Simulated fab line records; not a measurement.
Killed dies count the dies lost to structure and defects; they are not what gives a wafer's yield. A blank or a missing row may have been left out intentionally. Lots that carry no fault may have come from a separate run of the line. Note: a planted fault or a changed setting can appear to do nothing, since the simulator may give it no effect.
A lot that was struck, set against a sound lot :: flow sky130 :: 18 steps out of a route of 708
Sound: these wafers, L354.1, L354.2, L354.3. Wafers L360.1, L360.5, L360.6 were the ones struck. The cause is named last.
For every step that has rows: the tool of each side, followed by ch and its chambers, followed by its first start. Under that, the readings that differ: sound wafers :: struck wafers :: difference of the means :: sigmas: that difference in standard deviations of wafers without a fault.
alike: a reading whose means differ by less than 2 such deviations, as well as words and numbers matching on both sides. not compared: withheld readings; readings where some wafer has no value; bounds like >300 that might hide an equal value; numbers whose values overlap and for which the record gives no deviation.
Wherever a step has rows on one side only, a row that says differs or no value, or a row with sigmas, the two part there. Numbers that have no deviation but don't overlap get no sigmas and don't part them. A reading missing from all wafers of one side parts the sides only when that side holds two or more wafers.

first, 3 steps without rows for these wafers: SKY_VT_ADJUST_HVTR_EXPOSE_04 (exposes mask HVTRM, target cd 380 nm); SKY_VT_ADJUST_HVTR_PEB_05; SKY_VT_ADJUST_HVTR_DEVELOP_06 (develop time 60 s).
SKY_VT_ADJUST_HVTR_CD_MEAS_07: the cd target is 380 nm.
  sound on cd-sem-01 at day 12 08:30; struck on cd-sem-02 at day 14 07:32
  alike: cd-nm
SKY_VT_ADJUST_HVTR_OVL_MEAS_08:
  sound on overlay-01 at day 12 08:37; struck on overlay-01 at day 14 07:39
  alike: VT_ADJUST_HVTR_OVL
next, for these wafers, 1 step has no rows: SKY_VT_ADJUST_HVTR_IMPLANT_09.
SKY_VT_ADJUST_HVTR_STRIP_10: strips in O2/N2.
  sound on plasma-asher-03 ch 0,1, day 12 08:48; struck on plasma-asher-04 ch 0,1, day 14 07:50
reading: strip-time-to-endpoint-s (s)
sound: 14.12 14.12 14.12
struck: 14.21 14.19 14.18
difference: +0.07
sigmas: +2
  alike: drypump-motor-current-A, oes-product-au
  not compared: rf-hours-counter-h
SKY_VT_ADJUST_HVTR_TW_MEAS_11:
  sound on film-metro-04 at day 12 08:54; struck on film-metro-03 at day 14 07:56
  alike: VT_ADJUST_HVTR_TW
then, 4 steps without rows for these wafers: SKY_VT_ADJUST_PCH_DEHYDRATE_00 (time 60 s); SKY_VT_ADJUST_PCH_HMDS_01 (prime time 60 s); SKY_VT_ADJUST_PCH_COAT_02 (resist thk 3000 nm); SKY_VT_ADJUST_PCH_SOFTBAKE_03.
SKY_VT_ADJUST_PCH_EXPOSE_04: exposes mask NWM, target cd 840 nm.
  sound on iline-stepper-01 ch 0, day 12 21:46; struck on iline-stepper-01 ch 0, day 14 20:50
reading: model.VT_ADJUST_PCH.overlay-x-nm (nm)
sound: -1.837 -1.837 -1.837
struck: 65.14 65.14 65.14
difference: +66.98
sigmas: 
  alike: mask
then, 2 steps without rows for these wafers: SKY_VT_ADJUST_PCH_PEB_05; SKY_VT_ADJUST_PCH_DEVELOP_06 (develop time 60 s).
SKY_VT_ADJUST_PCH_OVL_MEAS_07:
  sound on overlay-02 at day 13 10:08; struck on overlay-02 at day 15 10:35
reading: VT_ADJUST_PCH_OVL (nm)
sound: -1.5 -2.1 -0.1
struck: 65.6 67.0 65.5
difference: +67.3
sigmas: +48
then, 2 steps without rows for these wafers: SKY_VT_ADJUST_PCH_IMPLANT_08; SKY_PAD_OPEN_PROBE_99.

## WHERE THEY PART
At SKY_VT_ADJUST_HVTR_STRIP_10 first; at SKY_VT_ADJUST_PCH_OVL_MEAS_07 last (within this record only).

WHY: whatever the simulator had introduced
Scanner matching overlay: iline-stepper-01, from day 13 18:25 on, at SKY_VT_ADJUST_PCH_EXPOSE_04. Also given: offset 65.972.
